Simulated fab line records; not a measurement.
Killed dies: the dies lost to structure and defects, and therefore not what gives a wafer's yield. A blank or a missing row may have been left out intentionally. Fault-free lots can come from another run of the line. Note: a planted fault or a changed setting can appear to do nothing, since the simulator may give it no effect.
fab line records	flow sky130
record lots=6	wafers=18	last-day=50
route steps=708 shown SONOS_ONO@186 GATE_OXIDE@187 POLY_GATE@204 RES_PROTECT@206 PAD_OPEN@708
lots with no fault: from the same line, run without faults
start-h: start of the lot's first displayed wafer, in hours after the record's first day	wait-h: how many hours have passed since the lot's step before this one	" same as the row above	L1.1+2: a row that stands for several wafers	- either no value or no given start	* or withheld: withheld	< > ~ a bound
route shown NAME@n: a module of which the file shows steps, and the number in the route of the first	usual: mean/standard deviation taken from wafers without a fault	same: alike in all rows	chamber/n: place in a boat	sites: per-site readings	_std_site: how widely they spread, as a standard deviation	_edge_site: inner sites' mean taken away from outer sites' mean	radius-mm: how far each site lies from the wafer's centre	mask NAME#n: copy n	behind: the last tool/chamber to shape the wafer	hold: why the lot went on hold/how many hours it stayed there/how the hold came to an end	device: the transistor (n, p or np) that didn't switch	end of line: at the end of the route, the tests of the same wafers	a step with no rows: only its recipe	killed: not the wafer's yield, but the dies lost to structure and defects at the first sort	map: a wafer's dies, x killed, . not, _ none there
set.NAME: the run value of the setting; set.NAME@STEP: its run value at that earlier step	model.NAME: the simulator's own value behind a step, which no gauge read
lots at selected steps of the route; one table per step, one row per wafer
services: from which hour (start-h, from the record's first day; less than 0 if before it) a tool's chamber was out of use, for how many hours, and why
## steps
# step SKY_SONOS_ONO_WET_ETCH_18
# recipe chemistry=H3PO4	target-depth-nm=15	target=Si3N4	temp-c=160	time-s=172
# step SKY_GATE_OXIDE_CLEAN_00
# recipe chemistry=SC1/SC2	mix=1:4:20	temp-c=70	time-s=150	dry=n2-spin
# step SKY_GATE_OXIDE_OXIDATION_01
# recipe temp-c=900	ambient=O2	stabilise-s=600	purge-s=300	target-thk-a=102.68	ox-time-s=1473
# step SKY_GATE_OXIDE_THK_MEAS_02
# recipe reads=SiO2_of_GATE_OXIDE_OXIDATION_01
# usual GATE_OXIDE_OXIDATION_00_THK=10.28/0.18
lot.wafer	tool	chamber	start-h	wait-h	GATE_OXIDE_OXIDATION_00_THK[nm]
L850.3	film-metro-04	-	318.22	0.0	10.41
L850.4	"	-	"	"	10.30
L850.5	"	-	"	"	10.03
L851.1	film-metro-03	-	327.21	0.0	10.51
L851.2	"	-	"	"	10.44
L851.6	"	-	"	"	10.55
L855.2	film-metro-03	-	362.11	0.0	10.05
L855.5	"	-	"	"	10.20
L855.6	"	-	"	"	10.23
L862.1	film-metro-04	-	413.02	0.0	10.14
L862.2	"	-	"	"	10.31
L862.3	"	-	"	"	10.27
L865.2	film-metro-01	-	443.02	0.0	10.37
L865.3	"	-	"	"	10.32
L865.6	"	-	"	"	10.30
L868.1	film-metro-01	-	467.25	0.0	10.29
L868.2	"	-	"	"	10.15
L868.6	"	-	"	"	10.08
# step SKY_GATE_OXIDE_DEHYDRATE_03
# recipe temp-c=200	time-s=60
# step SKY_GATE_OXIDE_HMDS_04
# recipe prime-time-s=60	prime-temp-c=120
# step SKY_GATE_OXIDE_COAT_05
# recipe resist=NOVOLAK	spin-rpm=3000	resist-thk-nm=1140
# step SKY_GATE_OXIDE_SOFTBAKE_06
# recipe temp-c=90	time-s=60	resist=NOVOLAK
# step SKY_GATE_OXIDE_EXPOSE_07
# recipe mask-id=LVOM	na=0.6	source-shape=conventional	sigma-outer=0.6	polarization=unpolarized	target-cd-nm=600	dose-mj=170
# step SKY_GATE_OXIDE_PEB_08
# recipe temp-c=withheld	time-s=*	resist=NOVOLAK
# step SKY_GATE_OXIDE_DEVELOP_09
# recipe resist=NOVOLAK	developer=TMAH	develop-time-s=60	dev-temp-c=23
# step SKY_GATE_OXIDE_OVL_MEAS_10
# usual GATE_OXIDE_OVL=-0.4/1.3
lot.wafer	tool	chamber	start-h	wait-h	GATE_OXIDE_OVL[nm]
L850.3	overlay-01	-	344.51	0.1	0.0
L850.4	"	-	"	"	1.5
L850.5	"	-	"	"	-2.2
L851.1	overlay-01	-	353.30	0.1	-0.3
L851.2	"	-	"	"	-1.2
L851.6	"	-	"	"	-2.8
L855.2	overlay-02	-	390.80	0.1	1.0
L855.5	"	-	"	"	0.9
L855.6	"	-	"	"	0.4
L862.1	overlay-01	-	443.15	0.1	-2.0
L862.2	"	-	"	"	-1.4
L862.3	"	-	"	"	-0.9
L865.2	overlay-02	-	474.15	0.1	0.2
L865.3	"	-	"	"	-3.3
L865.6	"	-	"	"	-1.2
L868.1	overlay-01	-	497.85	0.1	-2.8
L868.2	"	-	"	"	0.3
L868.6	"	-	"	"	-0.4
# step SKY_GATE_OXIDE_IMPLANT_11
# recipe species=B	energy-kev=10	dose-cm2=2.6e+12	tilt-deg=withheld
lot.wafer	tool	chamber	start-h	wait-h
L850.3+4+5	implanter-03	0	344.58	0.1
L851.1+2+6	implanter-02	0	353.33	0.0
L855.2+5+6	implanter-02	0	390.86	0.0
L862.1+2+3	implanter-02	0	443.19	0.0
L865.2+3+6	implanter-02	0	474.21	0.0
L868.1+2+6	implanter-03	0	497.88	0.0
# step SKY_GATE_OXIDE_WET_ETCH_12
# recipe chemistry=dHF	target-depth-nm=16.8	dry=n2-spin	target=SiO2	dilution=100:1	temp-c=25	time-s=336
# step SKY_GATE_OXIDE_STRIP_13
# recipe chemistry=O2/N2	power-w=1400	pressure-mtorr=1500	platen-temp-c=withheld	o2-flow-sccm=3000	n2-flow-sccm=300	overash-fraction=0.5
# usual drypump-motor-current-A=5.7/0.46	oes-product-au=0.716/0.0043	strip-time-to-endpoint-s=14.16/0.042
lot.wafer	tool	chamber	start-h	wait-h	drypump-motor-current-A	oes-product-au	rf-hours-counter-h	strip-time-to-endpoint-s
L850.3	plasma-asher-01	0	344.82	0.0	5.9	0.717	-	14.15
L850.4	"	1	"	"	5.4	0.721	-	14.12
L850.5	"	0	"	"	6.0	0.722	-	14.16
L851.1	plasma-asher-01	1	353.58	0.0	5.4	0.717	24	14.13
L851.2	"	0	"	"	5.9	0.706	24	14.08
L851.6	"	1	"	"	5.4	0.708	-	14.07
L855.2	plasma-asher-04	0	391.08	0.0	4.9	0.728	63	14.22
L855.5	"	0	"	"	4.8	0.717	-	14.21
L855.6	"	1	"	"	6.1	0.713	-	14.19
L862.1	plasma-asher-04	1	443.45	0.0	6.1	0.717	69	14.14
L862.2	"	0	"	"	4.8	0.723	69	14.12
L862.3	"	1	"	"	6.1	0.712	-	14.11
L865.2	plasma-asher-04	0	474.43	0.0	4.8	0.714	72	14.21
L865.3	"	1	"	"	6.1	0.713	-	14.18
L865.6	"	0	"	"	4.8	0.719	-	14.14
L868.1	plasma-asher-03	1	498.13	0.0	6.0	0.715	71	14.20
L868.2	"	0	"	"	6.1	0.710	71	14.20
L868.6	"	1	"	"	6.0	0.716	-	14.16
# step SKY_GATE_OXIDE_TW_MEAS_14
# usual GATE_OXIDE_TW=222.5/2.3
lot.wafer	tool	chamber	start-h	wait-h	GATE_OXIDE_TW
L850.3	film-metro-03	-	344.90	0.1	221.0
L850.4	"	-	"	"	219.8
L850.5	"	-	"	"	219.9
L851.1	film-metro-03	-	353.68	0.1	219.7
L851.2	"	-	"	"	219.0
L851.6	"	-	"	"	219.6
L855.2	film-metro-04	-	391.19	0.1	222.0
L855.5	"	-	"	"	221.9
L855.6	"	-	"	"	220.4
L862.1	film-metro-01	-	443.55	0.1	223.7
L862.2	"	-	"	"	225.2
L862.3	"	-	"	"	222.9
L865.2	film-metro-04	-	474.54	0.1	221.0
L865.3	"	-	"	"	218.2
L865.6	"	-	"	"	217.5
L868.1	film-metro-03	-	498.23	0.1	220.1
L868.2	"	-	"	"	220.2
L868.6	"	-	"	"	219.6
# step SKY_GATE_OXIDE_CLEAN_15
# recipe chemistry=SC1/SC2	mix=1:4:20	temp-c=70	time-s=150	dry=n2-spin
# step SKY_GATE_OXIDE_OXIDATION_16
# recipe temp-c=800	ambient=O2	idle-temp-c=700	ramp-up-c-per-min=10	ramp-down-c-per-min=3	stabilise-s=600	purge-s=300	target-thk-a=35.7	ox-time-s=1915
# step SKY_POLY_GATE_CVD_00
# recipe material=poly-Si	target-thk-nm=180	temp-c=620	time-s=720	pressure-mtorr=200
# step SKY_POLY_GATE_THK_MEAS_01
# recipe reads=poly-Si_of_POLY_GATE_CVD_00
# usual POLY_GATE_CVD_00_THK=179.9/1.6
lot.wafer	tool	chamber	start-h	wait-h	POLY_GATE_CVD_00_THK[nm]
L850.3	film-metro-02	-	348.73	0.0	181.0
L850.4	"	-	"	"	180.5
L850.5	"	-	"	"	181.1
L851.1	film-metro-04	-	371.28	0.0	182.3
L851.2	"	-	"	"	182.3
L851.6	"	-	"	"	181.6
L855.2	film-metro-01	-	398.88	0.0	182.2
L855.5	"	-	"	"	181.4
L855.6	"	-	"	"	182.3
L862.1	film-metro-04	-	447.09	0.0	179.9
L862.2	"	-	"	"	179.5
L862.3	"	-	"	"	180.9
L865.2	film-metro-04	-	477.38	0.0	181.9
L865.3	"	-	"	"	183.1
L865.6	"	-	"	"	180.5
L868.1	film-metro-02	-	501.08	0.0	179.7
L868.2	"	-	"	"	180.7
L868.6	"	-	"	"	181.8
# step SKY_RES_PROTECT_DEHYDRATE_00
# recipe temp-c=200	time-s=60
# step SKY_RES_PROTECT_HMDS_01
# recipe prime-time-s=60	prime-temp-c=120
# step SKY_RES_PROTECT_COAT_02
# recipe resist=NOVOLAK	spin-rpm=3000	resist-thk-nm=1140
# step SKY_RES_PROTECT_SOFTBAKE_03
# recipe temp-c=90	time-s=60	resist=NOVOLAK
# step SKY_RES_PROTECT_EXPOSE_04
# recipe mask-id=RPM	na=0.6	source-shape=conventional	sigma-outer=0.6	polarization=unpolarized	target-cd-nm=1270	dose-mj=131
# step SKY_RES_PROTECT_PEB_05
# recipe temp-c=withheld	time-s=*	resist=NOVOLAK
# step SKY_RES_PROTECT_DEVELOP_06
# recipe resist=NOVOLAK	developer=TMAH	develop-time-s=60	dev-temp-c=23
# step SKY_POLY_GATE_IMPLANT_02
# recipe species=P	energy-kev=30	dose-cm2=7.7e+15	tilt-deg=0
# step SKY_RES_PROTECT_STRIP_07
# recipe chemistry=O2/N2	power-w=1400	pressure-mtorr=1500	platen-temp-c=withheld	o2-flow-sccm=3000	n2-flow-sccm=300	overash-fraction=0.5
# usual drypump-motor-current-A=5.4/0.44	oes-product-au=0.518/0.0047	strip-time-to-endpoint-s=23.29/0.048
lot.wafer	tool	chamber	start-h	wait-h	drypump-motor-current-A	oes-product-au	rf-hours-counter-h	strip-time-to-endpoint-s
L850.3	plasma-asher-02	1	376.98	0.1	5.2	0.523	-	23.29
L850.4	"	0	"	"	5.2	0.517	-	23.29
L850.5	"	0	"	"	5.2	0.514	-	23.32
L851.1	plasma-asher-01	0	399.30	0.1	5.9	0.514	29	23.38
L851.2	"	1	"	"	5.4	0.514	29	23.33
L851.6	"	1	"	"	5.4	0.520	-	23.32
L855.2	plasma-asher-01	0	428.68	0.1	6.0	0.510	32	23.30
L855.5	"	0	"	"	6.0	0.517	-	23.23
L855.6	"	1	"	"	5.4	0.516	-	23.28
L862.1	plasma-asher-01	0	477.58	0.1	6.0	0.516	37	23.35
L862.2	"	1	"	"	5.4	0.510	37	23.37
L862.3	"	0	"	"	5.9	0.519	-	23.33
L865.2	plasma-asher-02	1	507.74	0.1	5.1	0.522	7	23.33
L865.3	"	1	"	"	5.1	0.517	-	23.31
L865.6	"	0	"	"	5.2	0.515	-	23.31
L868.1	plasma-asher-04	0	531.85	0.1	4.8	0.521	78	23.25
L868.2	"	1	"	"	6.1	0.518	78	23.24
L868.6	"	0	"	"	4.8	0.521	-	23.24
# step SKY_RES_PROTECT_TW_MEAS_08
# usual POLY_GATE_TW=3988/38
lot.wafer	tool	chamber	start-h	wait-h	POLY_GATE_TW
L850.3	film-metro-03	-	377.07	0.1	3971
L850.4	"	-	"	"	3963
L850.5	"	-	"	"	3970
L851.1	film-metro-03	-	399.40	0.1	3946
L851.2	"	-	"	"	3951
L851.6	"	-	"	"	3946
L855.2	film-metro-01	-	428.79	0.1	4013
L855.5	"	-	"	"	4032
L855.6	"	-	"	"	4039
L862.1	film-metro-03	-	477.68	0.1	3948
L862.2	"	-	"	"	3957
L862.3	"	-	"	"	3954
L865.2	film-metro-03	-	507.85	0.1	3969
L865.3	"	-	"	"	3983
L865.6	"	-	"	"	3976
L868.1	film-metro-03	-	531.95	0.1	3954
L868.2	"	-	"	"	3962
L868.6	"	-	"	"	3962
# step SKY_RES_PROTECT_CLEAN_09
# recipe chemistry=SC1/SC2	mix=1:4:20	temp-c=70	time-s=150	dry=n2-spin
# step SKY_POLY_GATE_CVD_03
# recipe material=Si3N4	precursor=DCS/NH3	target-thk-nm=75	temp-c=770	time-s=1290	pressure-mtorr=250
# step SKY_POLY_GATE_THK_MEAS_04
# recipe reads=Si3N4_of_POLY_GATE_CVD_03
# usual POLY_GATE_CVD_03_THK=75.4/0.85
lot.wafer	tool	chamber	start-h	wait-h	POLY_GATE_CVD_03_THK[nm]
L850.3	film-metro-04	-	378.54	0.0	76.4
L850.4	"	-	"	"	76.4
L850.5	"	-	"	"	76.5
L851.1	film-metro-04	-	402.38	0.0	74.7
L851.2	"	-	"	"	74.6
L851.6	"	-	"	"	74.7
L855.2	film-metro-02	-	431.70	0.0	74.1
L855.5	"	-	"	"	73.8
L855.6	"	-	"	"	73.5
L862.1	film-metro-01	-	479.15	0.0	75.2
L862.2	"	-	"	"	75.4
L862.3	"	-	"	"	75.5
L865.2	film-metro-02	-	510.21	0.0	75.6
L865.3	"	-	"	"	75.5
L865.6	"	-	"	"	74.6
L868.1	film-metro-01	-	533.43	0.0	76.7
L868.2	"	-	"	"	76.2
L868.6	"	-	"	"	76.3
# step SKY_POLY_GATE_DEHYDRATE_05
# recipe temp-c=200	time-s=60
# step SKY_POLY_GATE_HMDS_06
# recipe prime-time-s=60	prime-temp-c=120
# step SKY_POLY_GATE_COAT_07
# recipe resist=BARC	temp-c=withheld	time-s=withheld	spin-rpm=3000	resist-thk-nm=110
# step SKY_POLY_GATE_COAT_08
# recipe resist=KrF-thick	spin-rpm=3000	resist-thk-nm=450
# step SKY_POLY_GATE_SOFTBAKE_09
# recipe temp-c=100	time-s=90	resist=KrF-thick
# step SKY_POLY_GATE_EXPOSE_10
# recipe mask-id=P1M	na=0.68	source-shape=conventional	sigma-outer=0.6	target-cd-nm=150	dose-mj=28
# step SKY_POLY_GATE_PEB_11
# recipe peb-temp-c=withheld	peb-time-s=withheld	resist=KrF-thick
# step SKY_POLY_GATE_DEVELOP_12
# recipe develop-time-s=60	resist=KrF-thick	dev-temp-c=21
# step SKY_POLY_GATE_CD_MEAS_13
# recipe target-cd-nm=150
# usual cd-nm=149.8/1.6
lot.wafer	tool	chamber	start-h	wait-h	cd-nm
L850.3	cd-sem-01	-	406.97	-	147.6
L850.4	"	-	"	"	148.3
L850.5	"	-	"	"	148.0
L851.1	cd-sem-02	-	432.55	-	150.1
L851.2	"	-	"	"	149.5
L851.6	"	-	"	"	150.3
L855.2	cd-sem-02	-	462.17	-	151.6
L855.5	"	-	"	"	151.0
L855.6	"	-	"	"	151.8
L862.1	cd-sem-02	-	509.73	-	149.0
L862.2	"	-	"	"	148.1
L862.3	"	-	"	"	148.9
L865.2	cd-sem-02	-	540.62	-	147.2
L865.3	"	-	"	"	148.6
L865.6	"	-	"	"	148.1
L868.1	cd-sem-01	-	564.10	-	148.1
L868.2	"	-	"	"	148.6
L868.6	"	-	"	"	149.5
# step SKY_PAD_OPEN_PROBE_99
# usual killed_at_M0_to_M3=42/6.7	killed_at_M4_up=3.3/2.1	killed-at-contacts=24/5.1	killed-at-front-end=15/4.6	killed-at-other=0.3/0.58	killed-dies=85/9.9	killed-open=46/6.9	killed-short=38/7
# same gross-dies=492	killed-at-back-side=0
lot.wafer	tool	chamber	start-h	wait-h	killed_at_M0_to_M3	killed_at_M4_up	killed-at-contacts	killed-at-front-end	killed-at-other	killed-dies	killed-open	killed-short	model.etest.tip-p.rs-ohm-sq-range	model.etest.nfet_01v8.drive-ua-um-range	model.etest.pfet_01v8.drive-ua-um-range	model.etest.pfet_01v8_lvt.vt-v-range	model.etest.pfet_01v8.vt-v-range	model.etest.nfet_01v8.vt-v-range
L850.3	prober-01	-	1104.63	0.2	40	4	25	18	0	87	45	42	213.5	10.28	4.238	0.01566	0.01815	0.01242
L850.4	prober-01	-	1104.68	0.2	31	1	21	10	0	63	37	26	258.3	10.12	4.819	0.02378	0.009636	0.01056
L850.5	prober-01	-	1104.73	0.2	45	3	29	21	0	98	50	48	282	8.493	7.174	0.02258	0.01205	0.0119
L851.1	prober-02	-	1120.11	0.1	55	5	24	19	0	103	45	56	154.8	12.11	6.367	0.02657	0.01638	0.01744
L851.2	prober-02	-	1120.16	0.1	42	4	21	13	3	83	44	36	169.4	11.59	5.674	0.02624	0.01526	0.009684
L851.6	prober-02	-	1120.36	0.2	47	3	11	18	0	79	33	44	182.8	15.53	8.258	0.02584	0.01192	0.01784
L855.2	prober-02	-	1140.65	0.1	52	4	24	11	1	92	43	49	169.3	12.2	6.69	0.03438	0.0204	0.01052
L855.5	prober-02	-	1140.80	0.2	45	0	30	17	0	92	44	48	113.5	12.15	5.774	0.02988	0.01313	0.01317
L855.6	prober-02	-	1140.85	0.2	54	0	31	13	0	98	59	39	170.6	6.216	7.642	0.02002	0.01798	0.008964
L862.1	prober-01	-	1167.32	0.1	39	1	26	12	0	78	49	29	115.7	16.41	11.96	0.02305	0.008476	0.005975
L862.2	prober-01	-	1167.37	0.1	37	8	23	13	1	82	40	42	190.6	11.56	9.601	0.0167	0.008235	0.008948
L862.3	prober-01	-	1167.42	0.2	37	0	26	15	1	79	43	35	384.9	40.49	25.04	0.3666	0.1385	0.04744
L865.2	prober-01	-	1192.12	0.1	52	5	16	14	0	87	40	47	170.7	8.116	4.4	0.02414	0.01442	0.009409
L865.3	prober-01	-	1192.17	0.2	45	5	18	30	0	98	62	34	378.2	41.79	30.9	0.3685	0.1326	0.04289
L865.6	prober-01	-	1192.32	0.2	41	5	24	9	0	79	46	32	633.4	44.17	29.57	0.3619	0.1385	0.04466
L868.1	prober-01	-	1200.97	0.1	41	3	20	24	1	89	40	49	290.6	5.897	6.226	0.02453	0.01676	0.009747
L868.2	prober-01	-	1201.02	0.1	48	2	22	20	0	92	46	44	227.6	14.4	5.792	0.03262	0.02284	0.008859
L868.6	prober-01	-	1201.22	0.2	35	5	22	14	0	76	36	40	224.4	14.34	7.444	0.03052	0.02344	0.009947
# killed by level:class
L850.3 LOCAL_INTERCONNECT:geometric-particle:short=8 LI_CONTACT:geometric-particle:open=7 VIA1:geometric-particle:open=7 VIA2:geometric-particle:open=7 VIA3:geometric-particle:open=7 CONTACT:geometric-particle:open=6 FIELD_ISO:geometric-particle:open=5 POLY_GATE:geometric-particle:short=5
L850.4 CONTACT:geometric-particle:open=9 LI_CONTACT:geometric-particle:open=8 METAL2:geometric-particle:short=5 POLY_GATE:geometric-particle:short=4 VIA1:geometric-particle:open=4 METAL1:geometric-particle:open=3 VIA1:geometric-particle:short=3 METAL2:geometric-particle:open=3
L850.5 CONTACT:geometric-particle:open=10 LI_CONTACT:geometric-particle:open=9 VIA1:geometric-particle:open=9 VIA2:geometric-particle:open=7 POLY_GATE:geometric-particle:short=6 VIA3:geometric-particle:open=6 FIELD_ISO:geometric-particle:open=5 CONTACT:geometric-particle:short=5
L851.1 METAL1:geometric-particle:short=11 METAL2:geometric-particle:short=10 VIA1:geometric-particle:open=10 LI_CONTACT:geometric-particle:open=9 VIA1:geometric-particle:short=8 CONTACT:geometric-particle:open=6 FIELD_ISO:geometric-particle:short=5 POLY_GATE:geometric-particle:short=5
L851.2 VIA1:geometric-particle:open=11 CONTACT:geometric-particle:open=6 VIA2:geometric-particle:open=6 LOCAL_INTERCONNECT:geometric-particle:short=5 VIA1:geometric-particle:short=5 VIA3:geometric-particle:open=5 METAL2:geometric-particle:short=5 LI_CONTACT:geometric-particle:open=4
L851.6 VIA2:geometric-particle:open=10 METAL3:geometric-particle:short=7 VIA1:geometric-particle:open=6 POLY_GATE:geometric-particle:short=5 CONTACT:geometric-particle:open=5 METAL1:geometric-particle:short=5 VIA3:geometric-particle:short=5 FIELD_ISO:geometric-particle:short=4
L855.2 VIA3:geometric-particle:open=9 VIA2:geometric-particle:open=8 METAL2:geometric-particle:short=8 CONTACT:geometric-particle:open=7 METAL1:geometric-particle:short=7 LI_CONTACT:geometric-particle:open=6 VIA1:geometric-particle:open=6 VIA2:geometric-particle:short=5
L855.5 VIA1:geometric-particle:open=10 CONTACT:geometric-particle:open=9 LI_CONTACT:geometric-particle:short=7 CONTACT:geometric-particle:short=7 VIA2:geometric-particle:open=7 VIA1:geometric-particle:short=6 FIELD_ISO:geometric-particle:open=5 LI_CONTACT:geometric-particle:open=5
L855.6 VIA1:geometric-particle:open=13 CONTACT:geometric-particle:open=12 METAL2:geometric-particle:short=9 VIA2:geometric-particle:open=8 METAL1:geometric-particle:short=7 VIA3:geometric-particle:open=7 LI_CONTACT:geometric-particle:open=6 CONTACT:geometric-particle:short=6
L862.1 LI_CONTACT:geometric-particle:open=11 CONTACT:geometric-particle:open=9 METAL2:geometric-particle:short=6 METAL1:geometric-particle:short=6 VIA3:geometric-particle:open=6 VIA1:geometric-particle:open=5 POLY_GATE:geometric-particle:short=4 VIA1:geometric-particle:short=4
L862.2 VIA1:geometric-particle:open=10 FIELD_ISO:geometric-particle:short=8 CONTACT:geometric-particle:open=8 VIA1:geometric-particle:short=7 LI_CONTACT:geometric-particle:open=5 LOCAL_INTERCONNECT:geometric-particle:short=4 METAL2:geometric-particle:short=4 FIELD_ISO:geometric-particle:open=3
L862.3 CONTACT:geometric-particle:open=13 VIA1:geometric-particle:open=7 LI_CONTACT:geometric-particle:open=6 METAL1:geometric-particle:short=6 METAL2:geometric-particle:short=6 FIELD_ISO:geometric-particle:short=5 VIA2:geometric-particle:open=5 POLY_GATE:geometric-particle:open=4
L865.2 VIA2:geometric-particle:open=9 VIA3:geometric-particle:open=8 METAL3:geometric-particle:short=7 METAL2:geometric-particle:short=7 VIA1:geometric-particle:open=6 FIELD_ISO:geometric-particle:short=5 CONTACT:geometric-particle:open=5 METAL1:geometric-particle:short=5
L865.3 FIELD_ISO:geometric-particle:open=14 VIA3:geometric-particle:open=10 VIA1:geometric-particle:open=10 VIA2:geometric-particle:open=8 FIELD_ISO:geometric-particle:short=6 CONTACT:geometric-particle:open=6 VIA2:geometric-particle:short=5 POLY_GATE:geometric-particle:open=4
L865.6 VIA1:geometric-particle:open=15 LI_CONTACT:geometric-particle:open=8 CONTACT:geometric-particle:open=7 VIA1:geometric-particle:short=7 VIA2:geometric-particle:open=5 CONTACT:geometric-particle:short=4 METAL4:geometric-particle:short=4 METAL2:geometric-particle:short=4
L868.1 POLY_GATE:geometric-particle:short=10 VIA3:geometric-particle:open=10 VIA1:geometric-particle:open=9 CONTACT:geometric-particle:open=6 LI_CONTACT:geometric-particle:short=5 LOCAL_INTERCONNECT:geometric-particle:short=5 VIA3:geometric-particle:short=5 POLY_GATE:geometric-particle:open=4
L868.2 CONTACT:geometric-particle:open=11 METAL1:geometric-particle:short=9 VIA1:geometric-particle:open=8 VIA3:geometric-particle:open=7 VIA1:geometric-particle:short=6 POLY_GATE:geometric-particle:open=5 POLY_GATE:geometric-particle:short=5 METAL2:geometric-particle:short=5
L868.6 METAL1:geometric-particle:short=7 LOCAL_INTERCONNECT:geometric-particle:short=6 CONTACT:geometric-particle:open=6 METAL2:geometric-particle:short=6 FIELD_ISO:geometric-particle:open=4 POLY_GATE:geometric-particle:short=4 LI_CONTACT:geometric-particle:open=4 VIA1:geometric-particle:open=4
## services
tool	chamber	start-h	hours	kind
plasma-asher-02	-	332.42	14.6	pm
plasma-asher-04	-	341.54	10.1	repair
plasma-asher-02	-	384.96	13.3	repair
plasma-asher-03	-	397.36	1.1	repair
plasma-asher-02	-	421.25	9.0	pm
plasma-asher-02	0	421.25	9.0	vent-cycle
plasma-asher-02	1	421.25	9.0	vent-cycle
plasma-asher-02	-	430.25	2.8	pm
plasma-asher-02	0	430.25	-	clean
plasma-asher-02	1	430.25	-	clean
implanter-03	-	442.22	4.4	repair
implanter-02	-	447.93	1.7	repair
implanter-03	-	499.69	5.7	repair
## key
first-sign none at tools or gauges
model-effect step=SKY_PAD_OPEN_PROBE_99	value=etest.tip-p.rs-ohm-sq-range	without=181.4	struck=465.5
met-at SKY_GATE_OXIDE_IMPLANT_11
struck-wafers L862.3,L865.3,L865.6
tester-left-out L862,L865
onset-between 390.86 443.19
fault kind=process-parameter-drift	tool=implanter-02	chamber=-	onset-h=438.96	steps=SKY_GATE_OXIDE_IMPLANT_11	channel=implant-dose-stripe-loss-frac	offset=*	shape=step	end-h=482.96	scope=struck-wafers-only
# tester-left-out: of these lots the tester's yield and bins aren't shown, on N5 and GAA mostly nor the transistor test; their killed dies are dies lost to structure and defects alone, not to doping, threshold or leakage, so they don't give the yield
